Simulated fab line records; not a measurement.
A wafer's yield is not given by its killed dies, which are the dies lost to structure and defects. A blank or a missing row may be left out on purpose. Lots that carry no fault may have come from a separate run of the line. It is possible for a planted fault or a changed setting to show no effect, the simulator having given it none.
fab line records	flow gf180mcu
record: lots: 24	wafers: 72	last-day: 34
route steps=602 shown V2@408 V3@430 MIM@512 TOP_METAL@569 PASSIVATION@588
lots with no fault: from the same line, run without faults
start-h: hours from the record's opening day to when the first of the lot's shown wafers began	wait-h: hours since the lot's step before	" repeats the value in the row above	L1.1+2: a single row standing in for several wafers	- value missing, or start not given	* or withheld: withheld	< > ~ a bound
route shown NAME@n: NAME is a module with steps in the file, n the number in the route of the first one	usual: mean and standard deviation over wafers with no fault	same: alike in all rows	chamber/n: place in a boat	sites: per-site readings	_std_site: standard deviation across them	_edge_site: the outer-site mean with the inner-site mean subtracted	radius-mm: for every site, how far away it sits from the centre of the wafer	mask NAME#n: copy n	behind: tool/chamber where the wafer was last shaped	hold: why the lot was held/for how many hours/how that ended	device: the transistor (n, p or np) that didn't switch	end of line: at the end of the route, the tests of the same wafers	a step given without rows: its recipe and nothing more	killed: dies that structure and defects cost at the first sort, which is not the same as the wafer's yield	map: per-die view of a wafer (x killed, . not killed, _ where there is no die)
set.NAME: the setting the step ran with; set.NAME@STEP: the setting that earlier step ran with	model.NAME: the simulator's own value behind a step, which no gauge read
the route's steps for a sample of lots (tables are steps, rows are wafers)
services: when a tool's chamber went out of use (start-h, in hours from the record's first day, below 0 if earlier), for how many hours, and the reason
== steps ==
step: GF_V2_CMP_26
recipe: stop-on: SiO2	down-force-psi: 3.5	platen-rpm: 60	t-overpolish-s: 15	target-thk-nm: 0	pad-velocity-m-s: 0.94248
usual: motor-current-A: 10.8/1	overpolish-run-s: 15.001/0.0091	platen-rpm: 60.00/0.047	retaining-ring-pressure-frac: 1.001/0.0047	time-to-endpoint-s: 81/4.7
lot.wafer	tool	chamber	start-h	wait-h	motor-current-A	overpolish-run-s	platen-rpm	retaining-ring-pressure-frac	time-to-endpoint-s
L074.2	cmp-02	1	467.30	0.0	10.3	14.992	59.93	1.002	80
L074.1	"	2	"	"	8.9	15.007	59.98	0.998	82
L074.5	"	1	"	"	10.4	14.989	59.99	1.000	79
L075.4	cmp-02	2	474.42	0.1	9.5	14.994	60.01	1.000	86
L075.1	"	0	"	"	10.6	15.009	59.98	0.994	87
L075.6	"	1	"	"	10.7	14.996	59.98	1.002	81
L076.3	cmp-02	1	486.58	0.1	10.3	14.992	60.02	1.006	81
L076.1	"	2	"	"	9.1	15.013	59.96	1.003	82
L076.6	"	3	"	"	10.7	15.006	60.00	1.000	81
L077.1	cmp-02	0	494.57	0.1	10.3	15.024	60.01	1.003	79
L077.3	"	2	"	"	8.9	14.997	60.00	0.999	77
L077.5	"	0	"	"	10.5	15.012	60.02	1.005	82
L078.2	cmp-01	2	502.06	0.1	11.5	14.998	59.95	1.000	77
L078.3	"	0	"	"	12.3	14.994	59.99	1.001	92
L078.5	"	1	"	"	11.0	15.003	60.04	1.006	82
L079.1	cmp-02	2	510.92	0.1	9.3	14.993	59.93	1.007	78
L079.3	"	3	"	"	11.2	15.006	59.99	1.001	82
L079.6	"	3	"	"	11.8	14.998	60.04	1.001	81
L080.1	cmp-01	3	528.20	0.1	11.5	14.999	60.04	0.996	88
L080.2	"	1	"	"	11.9	14.996	59.97	0.999	85
L080.3	"	2	"	"	11.3	14.994	59.96	1.006	74
L081.2	cmp-02	3	539.78	0.0	11.7	15.009	60.00	1.009	79
L081.4	"	0	"	"	10.2	15.002	59.92	1.007	82
L081.3	"	1	"	"	10.4	14.994	59.99	0.996	77
L082.2	cmp-01	2	543.50	0.1	12.5	15.009	59.97	1.001	81
L082.5	"	1	"	"	12.0	15.010	60.02	0.998	85
L082.6	"	2	"	"	12.2	15.006	60.03	1.003	75
L083.3	cmp-01	2	549.18	0.1	11.6	15.015	59.93	1.001	78
L083.1	"	3	"	"	11.2	14.985	60.09	1.001	93
L083.4	"	0	"	"	11.3	15.011	59.92	0.996	91
L084.1	cmp-02	1	557.81	0.1	11.0	15.005	60.05	1.011	74
L084.2	"	2	"	"	8.7	15.012	60.03	1.003	79
L084.3	"	3	"	"	11.3	14.992	60.05	0.992	77
L085.2	cmp-01	3	561.08	0.1	11.9	15.003	59.95	1.000	89
L085.6	"	1	"	"	11.5	14.994	60.07	1.002	85
L085.5	"	2	"	"	11.5	15.001	60.04	0.996	73
L086.3	cmp-02	2	569.67	0.0	9.4	15.004	60.09	1.005	77
L086.2	"	3	"	"	11.6	14.988	60.05	1.005	80
L086.6	"	3	"	"	11.6	14.994	59.95	1.009	78
L087.3	cmp-02	3	581.82	0.0	11.7	14.999	59.95	1.001	83
L087.2	"	1	"	"	10.5	15.006	60.13	1.005	74
L087.1	"	2	"	"	8.7	14.994	60.02	1.004	82
L088.4	cmp-02	0	592.68	0.0	10.4	14.997	60.06	1.000	80
L088.1	"	3	"	"	11.6	15.007	60.01	0.997	78
L088.6	"	0	"	"	10.9	15.002	60.02	1.011	79
L089.4	cmp-02	3	596.18	0.1	11.6	15.000	60.00	1.004	78
L089.6	"	1	"	"	10.8	15.003	60.05	1.001	79
L089.5	"	2	"	"	9.0	15.014	60.05	0.998	79
L090.4	cmp-02	1	600.03	0.1	10.6	14.997	60.09	1.002	75
L090.2	"	2	"	"	8.4	14.995	59.94	0.996	79
L090.3	"	3	"	"	11.8	14.977	59.94	0.997	78
L091.3	cmp-02	1	612.06	0.0	10.3	15.012	60.02	0.997	73
L091.1	"	2	"	"	9.2	15.001	59.95	1.003	77
L091.4	"	3	"	"	12.0	14.997	60.06	1.002	79
L092.2	cmp-01	0	613.53	0.2	11.6	14.998	59.96	0.992	86
L092.5	"	1	"	"	12.1	15.009	60.02	1.005	81
L092.6	"	2	"	"	11.9	15.021	60.01	0.999	75
L093.1	cmp-01	0	623.15	0.1	12.0	15.005	59.92	0.998	90
L093.6	"	0	"	"	12.2	14.994	59.99	1.004	86
L093.5	"	1	"	"	12.0	14.991	60.01	1.003	83
L094.2	cmp-02	0	636.73	0.0	11.0	14.993	60.09	0.998	85
L094.3	"	3	"	"	11.5	15.000	59.99	0.996	79
L094.5	"	1	"	"	10.6	15.000	59.98	1.003	77
L095.1	cmp-02	0	638.07	0.1	10.6	15.006	59.96	1.011	82
L095.2	"	1	"	"	10.5	15.018	60.02	0.988	81
L095.6	"	0	"	"	10.5	14.994	59.90	1.003	83
L096.3	cmp-02	1	646.20	0.0	11.1	14.998	60.07	1.008	75
L096.4	"	0	"	"	9.9	14.991	59.99	1.004	85
L096.5	"	1	"	"	10.6	15.006	59.98	1.003	80
L097.4	cmp-01	2	652.78	0.0	12.3	14.992	59.99	0.996	74
L097.2	"	3	"	"	11.3	14.994	59.95	1.006	82
L097.6	"	2	"	"	11.6	15.015	59.97	1.000	75
step: GF_V3_THK_MEAS_01
recipe: reads: SiO2_of_V3_CVD_00
usual: V3_CVD_00_THK: 602/5.1
lot.wafer	tool	chamber	start-h	wait-h	V3_CVD_00_THK[nm]
L074.1	film-metro-04	-	493.14	0.0	606
L074.2	"	-	"	"	603
L074.5	"	-	"	"	607
L075.1	film-metro-04	-	499.58	0.0	599
L075.4	"	-	"	"	607
L075.6	"	-	"	"	589
L076.1	film-metro-02	-	511.40	0.0	604
L076.3	"	-	"	"	593
L076.6	"	-	"	"	605
L077.1	film-metro-01	-	519.56	0.0	604
L077.3	"	-	"	"	597
L077.5	"	-	"	"	594
L078.2	film-metro-02	-	526.65	0.0	597
L078.3	"	-	"	"	609
L078.5	"	-	"	"	611
L079.1	film-metro-01	-	535.56	0.0	605
L079.3	"	-	"	"	610
L079.6	"	-	"	"	599
L080.1	film-metro-01	-	551.72	0.0	597
L080.2	"	-	"	"	605
L080.3	"	-	"	"	601
L081.2	film-metro-02	-	563.96	0.1	596
L081.3	"	-	"	"	593
L081.4	"	-	"	"	602
L082.2	film-metro-01	-	567.17	0.0	599
L082.5	"	-	"	"	602
L082.6	"	-	"	"	606
L083.1	film-metro-01	-	572.52	0.0	599
L083.3	"	-	"	"	600
L083.4	"	-	"	"	598
L084.1	film-metro-02	-	580.64	0.0	603
L084.2	"	-	"	"	601
L084.3	"	-	"	"	604
L085.2	film-metro-04	-	584.35	0.0	593
L085.5	"	-	"	"	602
L085.6	"	-	"	"	607
L086.2	film-metro-01	-	592.93	0.0	596
L086.3	"	-	"	"	608
L086.6	"	-	"	"	607
L087.1	film-metro-02	-	604.48	0.0	602
L087.2	"	-	"	"	599
L087.3	"	-	"	"	605
L088.1	film-metro-02	-	614.58	0.0	609
L088.4	"	-	"	"	599
L088.6	"	-	"	"	613
L089.4	film-metro-02	-	618.44	0.0	610
L089.5	"	-	"	"	600
L089.6	"	-	"	"	595
L090.2	film-metro-01	-	622.52	0.0	602
L090.3	"	-	"	"	598
L090.4	"	-	"	"	600
L091.1	film-metro-01	-	633.76	0.0	609
L091.3	"	-	"	"	607
L091.4	"	-	"	"	602
L092.2	film-metro-04	-	635.22	0.0	589
L092.5	"	-	"	"	605
L092.6	"	-	"	"	596
L093.1	film-metro-04	-	644.69	0.0	602
L093.5	"	-	"	"	598
L093.6	"	-	"	"	600
L094.2	film-metro-02	-	658.17	0.0	601
L094.3	"	-	"	"	608
L094.5	"	-	"	"	613
L095.1	film-metro-04	-	659.16	0.0	603
L095.2	"	-	"	"	604
L095.6	"	-	"	"	600
L096.3	film-metro-04	-	666.71	0.1	604
L096.4	"	-	"	"	603
L096.5	"	-	"	"	601
L097.2	film-metro-02	-	673.58	0.0	603
L097.4	"	-	"	"	607
L097.6	"	-	"	"	607
step: GF_V3_CMP_26
recipe: stop-on: SiO2	down-force-psi: 3.5	platen-rpm: 60	t-overpolish-s: 15	target-thk-nm: 0	pad-velocity-m-s: 0.94248
usual: motor-current-A: 11.3/0.85	overpolish-run-s: 15.000/0.0093	platen-rpm: 60.00/0.035	retaining-ring-pressure-frac: 1.000/0.005	time-to-endpoint-s: 84/5.5
lot.wafer	tool	chamber	start-h	wait-h	motor-current-A	overpolish-run-s	platen-rpm	retaining-ring-pressure-frac	time-to-endpoint-s
L074.2	cmp-01	1	518.48	0.0	11.6	15.005	60.02	0.993	89
L074.1	"	0	"	"	13.0	15.010	60.05	0.998	96
L074.5	"	2	"	"	11.8	15.015	60.03	0.990	79
L075.4	cmp-02	2	524.34	0.1	9.5	15.002	60.03	0.993	76
L075.1	"	3	"	"	12.0	15.006	59.98	0.995	81
L075.6	"	0	"	"	10.2	14.990	60.00	1.005	85
L076.1	cmp-01	1	536.06	0.1	10.8	14.995	60.04	1.001	83
L076.3	"	2	"	"	11.5	15.003	59.98	0.997	77
L076.6	"	1	"	"	11.6	15.006	60.02	1.002	88
L077.1	cmp-01	1	544.38	0.1	11.7	15.011	60.00	0.998	87
L077.3	"	0	"	"	11.5	14.991	59.99	0.994	94
L077.5	"	1	"	"	12.3	14.987	60.03	1.008	85
L078.2	cmp-01	2	551.64	0.0	11.2	14.987	59.94	1.007	75
L078.3	"	0	"	"	11.6	15.013	59.95	0.997	91
L078.5	"	3	"	"	11.7	15.009	60.03	1.003	84
L079.1	cmp-02	1	559.92	0.1	10.5	14.991	60.09	1.003	82
L079.3	"	2	"	"	9.1	15.004	59.97	1.005	82
L079.6	"	1	"	"	10.3	15.000	60.04	0.995	79
L080.1	cmp-02	3	575.08	0.1	11.3	14.996	59.95	0.997	80
L080.2	"	0	"	"	10.4	14.990	59.99	1.001	84
L080.3	"	1	"	"	10.4	15.009	60.05	1.011	81
L081.3	cmp-01	1	587.41	0.0	11.9	14.976	59.98	0.995	87
L081.2	"	3	"	"	11.4	15.002	59.97	1.004	91
L081.4	"	0	"	"	12.0	14.987	60.00	1.001	95
L082.2	cmp-01	1	590.38	0.2	11.1	14.989	59.98	1.001	78
L082.5	"	2	"	"	11.5	14.987	59.97	1.001	76
L082.6	"	3	"	"	11.7	15.001	60.01	0.996	90
L083.3	cmp-01	2	595.77	0.1	11.1	14.995	59.95	1.003	77
L083.1	"	3	"	"	10.7	15.004	60.06	1.002	91
L083.4	"	0	"	"	12.0	14.995	59.96	1.000	92
L084.1	cmp-01	1	603.13	0.1	11.7	15.005	59.95	0.995	84
L084.3	"	2	"	"	11.0	15.005	59.95	1.002	76
L084.2	"	3	"	"	11.2	14.989	60.00	1.000	88
L085.2	cmp-01	2	607.52	0.2	11.8	14.996	59.99	1.010	72
L085.6	"	3	"	"	11.5	15.010	60.01	1.002	87
L085.5	"	0	"	"	12.1	15.004	59.96	1.006	87
L086.3	cmp-01	2	615.87	0.1	11.6	15.004	59.99	0.986	80
L086.2	"	3	"	"	11.5	14.997	60.00	0.997	88
L086.6	"	1	"	"	12.2	15.007	59.99	1.003	83
L087.2	cmp-02	1	626.89	0.1	11.0	15.009	60.05	0.999	71
L087.3	"	2	"	"	8.9	15.006	60.03	1.003	73
L087.1	"	3	"	"	11.5	14.993	59.95	1.001	80
L088.1	cmp-01	1	636.43	0.1	11.8	14.997	59.99	1.001	85
L088.4	"	2	"	"	11.8	15.014	60.05	0.990	77
L088.6	"	2	"	"	11.1	14.989	60.00	0.993	76
L089.4	cmp-01	3	640.71	0.2	11.7	15.009	60.06	1.008	85
L089.6	"	0	"	"	11.8	15.000	59.98	0.993	90
L089.5	"	1	"	"	11.9	14.998	60.01	1.002	83
L090.3	cmp-01	1	645.07	0.1	12.0	15.001	60.04	0.994	84
L090.2	"	2	"	"	12.1	15.009	60.02	1.005	76
L090.4	"	3	"	"	11.4	15.002	60.03	1.003	86
L091.3	cmp-02	2	655.38	0.0	9.2	15.010	59.97	1.008	83
L091.1	"	3	"	"	12.0	14.994	59.98	1.009	86
L091.4	"	0	"	"	10.4	14.997	59.96	1.001	85
L092.2	cmp-02	1	656.88	0.1	10.6	14.993	59.96	1.003	77
L092.5	"	3	"	"	12.1	15.015	59.98	0.995	82
L092.6	"	0	"	"	10.4	15.016	59.99	1.006	84
L093.1	cmp-02	0	666.53	0.2	10.1	14.997	59.96	0.999	87
L093.6	"	1	"	"	10.5	15.008	60.11	1.009	79
L093.5	"	2	"	"	9.3	15.002	59.95	1.005	85
L094.3	cmp-02	3	679.15	0.0	11.9	15.003	60.01	1.003	80
L094.2	"	0	"	"	10.2	15.003	60.03	0.999	84
L094.5	"	0	"	"	10.6	14.993	60.01	0.996	85
L095.1	cmp-01	2	680.06	0.1	11.0	15.009	60.07	1.000	78
L095.2	"	3	"	"	10.7	14.997	59.98	0.995	87
L095.6	"	1	"	"	11.9	14.986	60.03	1.005	86
L096.3	cmp-01	3	688.30	0.0	11.2	15.013	59.95	0.990	85
L096.4	"	1	"	"	11.6	15.000	60.03	0.983	89
L096.5	"	0	"	"	12.1	15.008	60.02	1.004	88
L097.4	cmp-01	2	693.72	0.0	11.2	14.986	60.06	0.998	79
L097.2	"	1	"	"	12.2	15.012	59.97	0.994	86
L097.6	"	3	"	"	11.8	14.997	60.06	1.004	85
step: GF_MIM_SPUTTER_09
recipe: material: TiN	target-thk-nm: 35	power-w: 6500	time-s: 29.2	chamber-pressure-pa: 0.4
usual: chamber-pressure-pa: 0.4000/0.00086	throttle-valve-pct: 30.0/0.95
same: time-s: 29.2
lot.wafer	tool	chamber	start-h	wait-h	chamber-pressure-pa	throttle-valve-pct
L074.1	pvd-sputter-03	-	566.91	0.0	0.3989	30.3
L074.2	"	-	"	"	0.3984	31.6
L074.5	"	-	"	"	0.4010	31.9
L075.1	pvd-sputter-01	-	572.73	0.0	0.4001	30.5
L075.4	"	-	"	"	0.4012	29.4
L075.6	"	-	"	"	0.3997	30.3
L076.1	pvd-sputter-04	-	584.53	0.0	0.4002	29.1
L076.3	"	-	"	"	0.3990	30.0
L076.6	"	-	"	"	0.3985	30.4
L077.1	pvd-sputter-04	-	592.16	0.0	0.3991	29.2
L077.3	"	-	"	"	0.4001	29.9
L077.5	"	-	"	"	0.3999	30.1
L078.2	pvd-sputter-01	-	599.58	0.0	0.3996	30.5
L078.3	"	-	"	"	0.3997	31.6
L078.5	"	-	"	"	0.3995	30.8
L079.1	pvd-sputter-04	-	606.66	0.0	0.3995	30.4
L079.3	"	-	"	"	0.4000	30.3
L079.6	"	-	"	"	0.3994	29.2
L080.1	pvd-sputter-01	-	622.08	0.0	0.3992	28.9
L080.2	"	-	"	"	0.3989	31.6
L080.3	"	-	"	"	0.3992	28.8
L081.2	pvd-sputter-04	-	632.91	0.0	0.3991	30.2
L081.3	"	-	"	"	0.4014	29.7
L081.4	"	-	"	"	0.3992	29.5
L082.2	pvd-sputter-03	-	635.11	0.0	0.4000	31.6
L082.5	"	-	"	"	0.3989	29.9
L082.6	"	-	"	"	0.4017	31.7
L083.1	pvd-sputter-01	-	640.94	0.0	0.3998	29.0
L083.3	"	-	"	"	0.4012	30.7
L083.4	"	-	"	"	0.3999	31.6
L084.1	pvd-sputter-04	-	651.39	0.0	0.4010	29.4
L084.2	"	-	"	"	0.3995	30.4
L084.3	"	-	"	"	0.3998	30.3
L085.2	pvd-sputter-03	-	652.21	0.0	0.3995	29.7
L085.5	"	-	"	"	0.4010	30.3
L085.6	"	-	"	"	0.3988	27.8
L086.2	pvd-sputter-04	-	659.23	0.0	0.4004	29.9
L086.3	"	-	"	"	0.4000	30.5
L086.6	"	-	"	"	0.4004	30.6
L087.1	pvd-sputter-01	-	670.20	0.0	0.4004	28.8
L087.2	"	-	"	"	0.4002	31.3
L087.3	"	-	"	"	0.3989	30.6
L088.1	pvd-sputter-03	-	679.82	0.0	0.4000	31.6
L088.4	"	-	"	"	0.4001	30.2
L088.6	"	-	"	"	0.4008	29.8
L089.4	pvd-sputter-01	-	683.86	0.0	0.4013	29.4
L089.5	"	-	"	"	0.3991	30.6
L089.6	"	-	"	"	0.4007	29.1
L090.2	pvd-sputter-01	-	687.41	0.0	0.4014	31.4
L090.3	"	-	"	"	0.4004	30.6
L090.4	"	-	"	"	0.3997	28.9
L091.1	pvd-sputter-01	-	697.19	0.0	0.4009	28.8
L091.3	"	-	"	"	0.4018	31.6
L091.4	"	-	"	"	0.3996	30.8
L092.2	pvd-sputter-01	-	699.46	0.0	0.4000	29.2
L092.5	"	-	"	"	0.3997	28.9
L092.6	"	-	"	"	0.3990	31.7
L093.1	pvd-sputter-04	-	707.98	0.0	0.3997	30.4
L093.5	"	-	"	"	0.4002	30.1
L093.6	"	-	"	"	0.4001	29.2
L094.2	pvd-sputter-04	-	719.53	0.0	0.4008	30.1
L094.3	"	-	"	"	0.3996	30.4
L094.5	"	-	"	"	0.4000	29.9
L095.1	pvd-sputter-03	-	721.68	0.0	0.3992	29.7
L095.2	"	-	"	"	0.4002	28.1
L095.6	"	-	"	"	0.3997	29.8
L096.3	pvd-sputter-03	-	728.40	0.0	0.4008	31.8
L096.4	"	-	"	"	0.4002	29.9
L096.5	"	-	"	"	0.4014	31.5
L097.2	pvd-sputter-04	-	733.43	0.0	0.3997	30.2
L097.4	"	-	"	"	0.3978	30.3
L097.6	"	-	"	"	0.4003	30.4
step: GF_TOP_METAL_SPUTTER_02
recipe: material: AlCu	target-thk-nm: 900	power-w: 10600	chamber-pressure-pa: 0.3	substrate-temp-c: 250	gas: Ar	time-s: 47.82
usual: chamber-pressure-pa: 0.3000/0.00056	throttle-valve-pct: 29.9/1
same: time-s: 47.82
lot.wafer	tool	chamber	start-h	wait-h	chamber-pressure-pa	throttle-valve-pct
L074.1	pvd-sputter-03	-	633.88	0.0	0.3001	30.1
L074.2	"	-	"	"	0.2999	28.1
L074.5	"	-	"	"	0.2997	30.0
L075.1	pvd-sputter-02	-	638.86	0.0	0.2998	29.1
L075.4	"	-	"	"	0.2995	30.0
L075.6	"	-	"	"	0.2997	30.4
L076.1	pvd-sputter-02	-	650.43	0.0	0.2996	28.9
L076.3	"	-	"	"	0.3006	30.0
L076.6	"	-	"	"	0.2999	29.8
L077.1	pvd-sputter-01	-	656.78	0.0	0.3002	31.5
L077.3	"	-	"	"	0.2993	29.3
L077.5	"	-	"	"	0.3000	29.0
L078.2	pvd-sputter-03	-	665.18	0.0	0.3006	29.9
L078.3	"	-	"	"	0.2997	28.0
L078.5	"	-	"	"	0.2994	31.3
L079.1	pvd-sputter-01	-	669.69	0.0	0.3010	31.4
L079.3	"	-	"	"	0.3004	30.6
L079.6	"	-	"	"	0.2997	30.3
L080.1	pvd-sputter-01	-	684.98	0.0	0.3003	31.2
L080.2	"	-	"	"	0.3008	30.6
L080.3	"	-	"	"	0.3003	29.0
L081.2	pvd-sputter-02	-	694.71	0.0	0.2998	28.9
L081.3	"	-	"	"	0.2995	29.8
L081.4	"	-	"	"	0.3009	30.6
L082.2	pvd-sputter-01	-	696.67	0.0	0.2998	31.5
L082.5	"	-	"	"	0.3001	30.5
L082.6	"	-	"	"	0.3004	28.9
L083.1	pvd-sputter-01	-	702.62	0.0	0.2988	28.8
L083.3	"	-	"	"	0.2998	31.7
L083.4	"	-	"	"	0.3003	29.4
L084.1	pvd-sputter-03	-	712.56	0.0	0.3005	28.0
L084.2	"	-	"	"	0.2987	29.9
L084.3	"	-	"	"	0.3004	30.3
L085.2	pvd-sputter-02	-	713.34	0.0	0.2993	29.2
L085.5	"	-	"	"	0.3007	30.7
L085.6	"	-	"	"	0.3001	30.0
L086.2	pvd-sputter-01	-	717.94	0.0	0.2999	29.3
L086.3	"	-	"	"	0.3008	31.4
L086.6	"	-	"	"	0.3006	31.5
L087.1	pvd-sputter-03	-	729.47	0.0	0.3004	30.1
L087.2	"	-	"	"	0.2996	27.7
L087.3	"	-	"	"	0.3005	31.4
L088.1	pvd-sputter-02	-	737.83	0.0	0.3002	29.2
L088.4	"	-	"	"	0.3009	30.6
L088.6	"	-	"	"	0.2992	30.1
L089.4	pvd-sputter-03	-	741.34	0.0	0.2992	31.8
L089.5	"	-	"	"	0.3000	28.0
L089.6	"	-	"	"	0.2991	30.1
L090.2	pvd-sputter-02	-	744.40	0.0	0.2994	29.0
L090.3	"	-	"	"	0.2998	30.7
L090.4	"	-	"	"	0.3011	29.0
L091.1	pvd-sputter-01	-	754.47	0.0	0.2998	29.0
L091.3	"	-	"	"	0.2994	31.7
L091.4	"	-	"	"	0.2999	31.5
L092.2	pvd-sputter-02	-	755.23	0.0	0.2995	30.7
L092.5	"	-	"	"	0.2993	28.9
L092.6	"	-	"	"	0.2990	28.9
L093.1	pvd-sputter-02	-	763.62	0.0	0.3006	29.9
L093.5	"	-	"	"	0.3000	29.0
L093.6	"	-	"	"	0.3008	30.0
L094.2	pvd-sputter-01	-	773.93	0.0	0.3011	29.1
L094.3	"	-	"	"	0.3005	31.3
L094.5	"	-	"	"	0.3005	30.7
L095.1	pvd-sputter-03	-	775.04	0.0	0.3009	29.8
L095.2	"	-	"	"	0.2993	31.7
L095.6	"	-	"	"	0.3009	31.6
L096.3	pvd-sputter-03	-	782.84	0.0	0.3008	30.2
L096.4	"	-	"	"	0.2999	29.8
L096.5	"	-	"	"	0.3001	30.2
L097.2	pvd-sputter-03	-	786.23	0.0	0.2997	30.2
L097.4	"	-	"	"	0.3015	31.5
L097.6	"	-	"	"	0.3006	31.7
step: GF_PASSIVATION_THK_MEAS_01
recipe: reads: SiO2_of_PASSIVATION_CVD_00
usual: PASSIVATION_CVD_00_THK: 1002/16
lot.wafer	tool	chamber	start-h	wait-h	PASSIVATION_CVD_00_THK[nm]
L074.1	film-metro-03	-	654.75	0.0	1013
L074.2	"	-	"	"	1001
L074.5	"	-	"	"	1005
L075.1	film-metro-03	-	660.02	0.0	1003
L075.4	"	-	"	"	1009
L075.6	"	-	"	"	993
L076.1	film-metro-01	-	671.03	0.0	967
L076.3	"	-	"	"	985
L076.6	"	-	"	"	1002
L077.1	film-metro-04	-	676.70	0.0	975
L077.3	"	-	"	"	970
L077.5	"	-	"	"	988
L078.2	film-metro-04	-	685.31	0.0	972
L078.3	"	-	"	"	959
L078.5	"	-	"	"	999
L079.1	film-metro-01	-	689.28	0.0	1010
L079.3	"	-	"	"	996
L079.6	"	-	"	"	1018
L080.1	film-metro-04	-	704.38	0.0	988
L080.2	"	-	"	"	974
L080.3	"	-	"	"	989
L081.2	film-metro-01	-	714.08	0.0	1004
L081.3	"	-	"	"	983
L081.4	"	-	"	"	1002
L082.2	film-metro-03	-	715.93	0.0	986
L082.5	"	-	"	"	1004
L082.6	"	-	"	"	1007
L083.1	film-metro-04	-	721.35	0.0	1001
L083.3	"	-	"	"	1002
L083.4	"	-	"	"	1023
L084.1	film-metro-04	-	730.93	0.0	1005
L084.2	"	-	"	"	991
L084.3	"	-	"	"	1015
L085.2	film-metro-03	-	732.13	0.0	1021
L085.5	"	-	"	"	1017
L085.6	"	-	"	"	1013
L086.2	film-metro-01	-	736.84	0.0	1007
L086.3	"	-	"	"	1009
L086.6	"	-	"	"	1043
L087.1	film-metro-04	-	747.81	0.0	992
L087.2	"	-	"	"	1010
L087.3	"	-	"	"	1013
L088.1	film-metro-04	-	756.25	0.0	1012
L088.4	"	-	"	"	1033
L088.6	"	-	"	"	1031
L089.4	film-metro-03	-	759.41	0.0	1026
L089.5	"	-	"	"	1015
L089.6	"	-	"	"	1005
L090.2	film-metro-03	-	761.84	0.0	981
L090.3	"	-	"	"	988
L090.4	"	-	"	"	1005
L091.1	film-metro-03	-	771.71	0.0	983
L091.3	"	-	"	"	983
L091.4	"	-	"	"	1011
L092.2	film-metro-01	-	772.41	0.1	1006
L092.5	"	-	"	"	1018
L092.6	"	-	"	"	1025
L093.1	film-metro-01	-	780.53	0.0	983
L093.5	"	-	"	"	1019
L093.6	"	-	"	"	996
L094.2	film-metro-01	-	790.56	0.0	981
L094.3	"	-	"	"	983
L094.5	"	-	"	"	995
L095.1	film-metro-01	-	791.16	0.0	991
L095.2	"	-	"	"	1008
L095.6	"	-	"	"	995
L096.3	film-metro-04	-	799.14	0.1	994
L096.4	"	-	"	"	1023
L096.5	"	-	"	"	1016
L097.2	film-metro-03	-	802.30	0.0	997
L097.4	"	-	"	"	1012
L097.6	"	-	"	"	1001
== services ==
tool	chamber	start-h	hours	kind
cmp-01	-	454.07	0.5	repair
cmp-01	-	458.85	9.3	pm
cmp-01	-	517.84	0.3	repair
cmp-02	-	528.63	1.4	repair
pvd-sputter-04	-	534.53	3.6	repair
pvd-sputter-04	-	546.02	7.4	repair
cmp-02	-	549.41	0.5	repair
cmp-01	-	572.35	4.0	pm
cmp-01	-	576.35	-	consumable-replace:conditioner
cmp-01	-	576.35	-	consumable-replace:pad
cmp-01	-	596.21	4.3	pm
cmp-01	-	625.59	2.6	repair
pvd-sputter-01	-	641.80	2.0	repair
pvd-sputter-03	-	643.64	2.2	repair
pvd-sputter-03	-	650.22	0.6	repair
cmp-02	-	676.92	0.4	repair
cmp-02	-	688.00	4.5	pm
pvd-sputter-03	-	698.43	1.0	repair
cmp-01	-	716.75	6.1	pm
cmp-02	-	725.59	2.1	repair
cmp-02	-	744.27	4.0	pm
cmp-02	-	744.74	0.3	repair
cmp-02	-	748.27	-	consumable-replace:conditioner
pvd-sputter-04	-	767.40	4.1	repair
== key ==
fault none
